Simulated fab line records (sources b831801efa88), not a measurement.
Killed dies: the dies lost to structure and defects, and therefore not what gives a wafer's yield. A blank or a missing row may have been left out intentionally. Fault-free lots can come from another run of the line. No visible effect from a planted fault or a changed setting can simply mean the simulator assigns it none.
A single fault, viewed from 2 desks || flow gf180mcu || each desk has only its own numbers; what lay behind them comes last

TOOL OWNER'S DESK, lpcvd-01
The tool's own readings at GF_POLY_GATE_CVD_00 (deposits poly-Si, target thk 200 nm, time 1200 s): means of the sampled wafers that have a number, for each lot that ran on this tool. Any lot whose mean is over 4 standard deviations away from the usual mean is out of limits and marked OUT; that distance is given in the brackets.
Columns: A = spike_tc_bottom_C at GF_POLY_GATE_CVD_00, usual 645.0 C; B = zone_power_bottom_pct at GF_POLY_GATE_CVD_00, usual 13.0 %; C = zone_power_upper_pct at GF_POLY_GATE_CVD_00, usual 9.7 %
{"lot": "L683", "first seen here": "day 8 18:40", "A": 645.7, "B": 13.2, "C": 10.6}
{"lot": "L684", "first seen here": "day 9 03:41", "A": 645.8, "B": 13.3, "C": 10.6}
{"lot": "L688", "first seen here": "day 10 05:05", "A": 641.8, "B": 13.4, "C": 8.6}
{"lot": "L692", "first seen here": "day 11 08:31", "A": 644.7, "B": 13.4, "C": 10.7}
{"lot": "L693", "first seen here": "day 11 19:34", "A": 644.2, "B": 13.3, "C": 10.7}
{"lot": "L694", "first seen here": "day 11 23:04", "A": 641.9, "B": 13.4, "C": 8.6}
{"lot": "L700", "first seen here": "day 13 13:32", "A": 641.9, "B": 13.6, "C": 8.6}
{"lot": "L701", "first seen here": "day 13 21:13", "A": 642.5, "B": 13.5, "C": 8.6}
Finding of this desk: none of the 8 lots has anything out of limits.

AT THE METROLOGY DESK
What the gauges read, lot by lot, whatever tool the lot ran on: means of the sampled wafers that have a number. Any lot whose mean is over 4 standard deviations away from the usual mean is out of limits and marked OUT; that distance is given in the brackets.
Columns: A = LVPWELL_TW at GF_LVPWELL_TW_MEAS_11, usual 559; B = POLY_GATE_CVD_00_THK at GF_POLY_GATE_THK_MEAS_01, usual 199.9 nm; C = cd_nm at GF_POLY_GATE_CD_MEAS_18, usual 280.0 nm
{"lot": "L683", "first seen here": "day 4 02:53", "A": 566, "B": 199.1, "C": 277.6}
{"lot": "L684", "first seen here": "day 4 13:30", "A": 564, "B": 200.1, "C": 281.2}
{"lot": "L685", "first seen here": "day 4 14:08", "A": 567, "B": 201.9, "C": 283.0}
{"lot": "L687", "first seen here": "day 5 00:52", "A": 549, "B": 201.9, "C": 278.9}
{"lot": "L688", "first seen here": "day 5 06:24", "A": 563, "B": 200.0, "C": 281.1}
{"lot": "L690", "first seen here": "day 5 19:59", "A": 565, "B": 200.8, "C": 279.0}
{"lot": "L692", "first seen here": "day 6 05:45", "A": 565, "B": 198.9, "C": 282.6}
{"lot": "L693", "first seen here": "day 6 12:32", "A": 555, "B": 200.8, "C": 279.9}
{"lot": "L694", "first seen here": "day 6 17:41", "A": 553, "B": 199.3, "C": 278.8}
{"lot": "L700", "first seen here": "day 8 01:46", "A": 560, "B": "186.2 (-9.2) OUT", "C": 280.6}
{"lot": "L701", "first seen here": "day 8 07:50", "A": 564, "B": "185.0 (-9.9) OUT", "C": 279.1}
{"lot": "L702", "first seen here": "day 8 12:39", "A": 559, "B": 199.2, "C": 279.5}
This desk's finding: out of limits on L700, L701; first on L700, day 13 14:53 (POLY_GATE_CVD_00_THK at GF_POLY_GATE_THK_MEAS_01). L683, L684, L685, L687, L688, L690, L692, L693, L694, L702 stayed within limits.

TAKEN TOGETHER
At day 13 14:53 the metrology desk could have sounded an alarm, on L700, L701.
The desk of the tool owner found nothing out of limits.
On record at the tool owner's desk: L700, L701, within its limits.
Every lot named ran GF_POLY_GATE_CVD_00 on lpcvd-01.

WHAT THE SIMULATOR HAD INSERTED
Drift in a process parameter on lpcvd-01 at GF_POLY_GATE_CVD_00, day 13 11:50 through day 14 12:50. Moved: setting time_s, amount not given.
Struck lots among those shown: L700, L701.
Per desk, hours elapsed from the start of the fault to the first reading out of limits: for the metrology desk, 3.
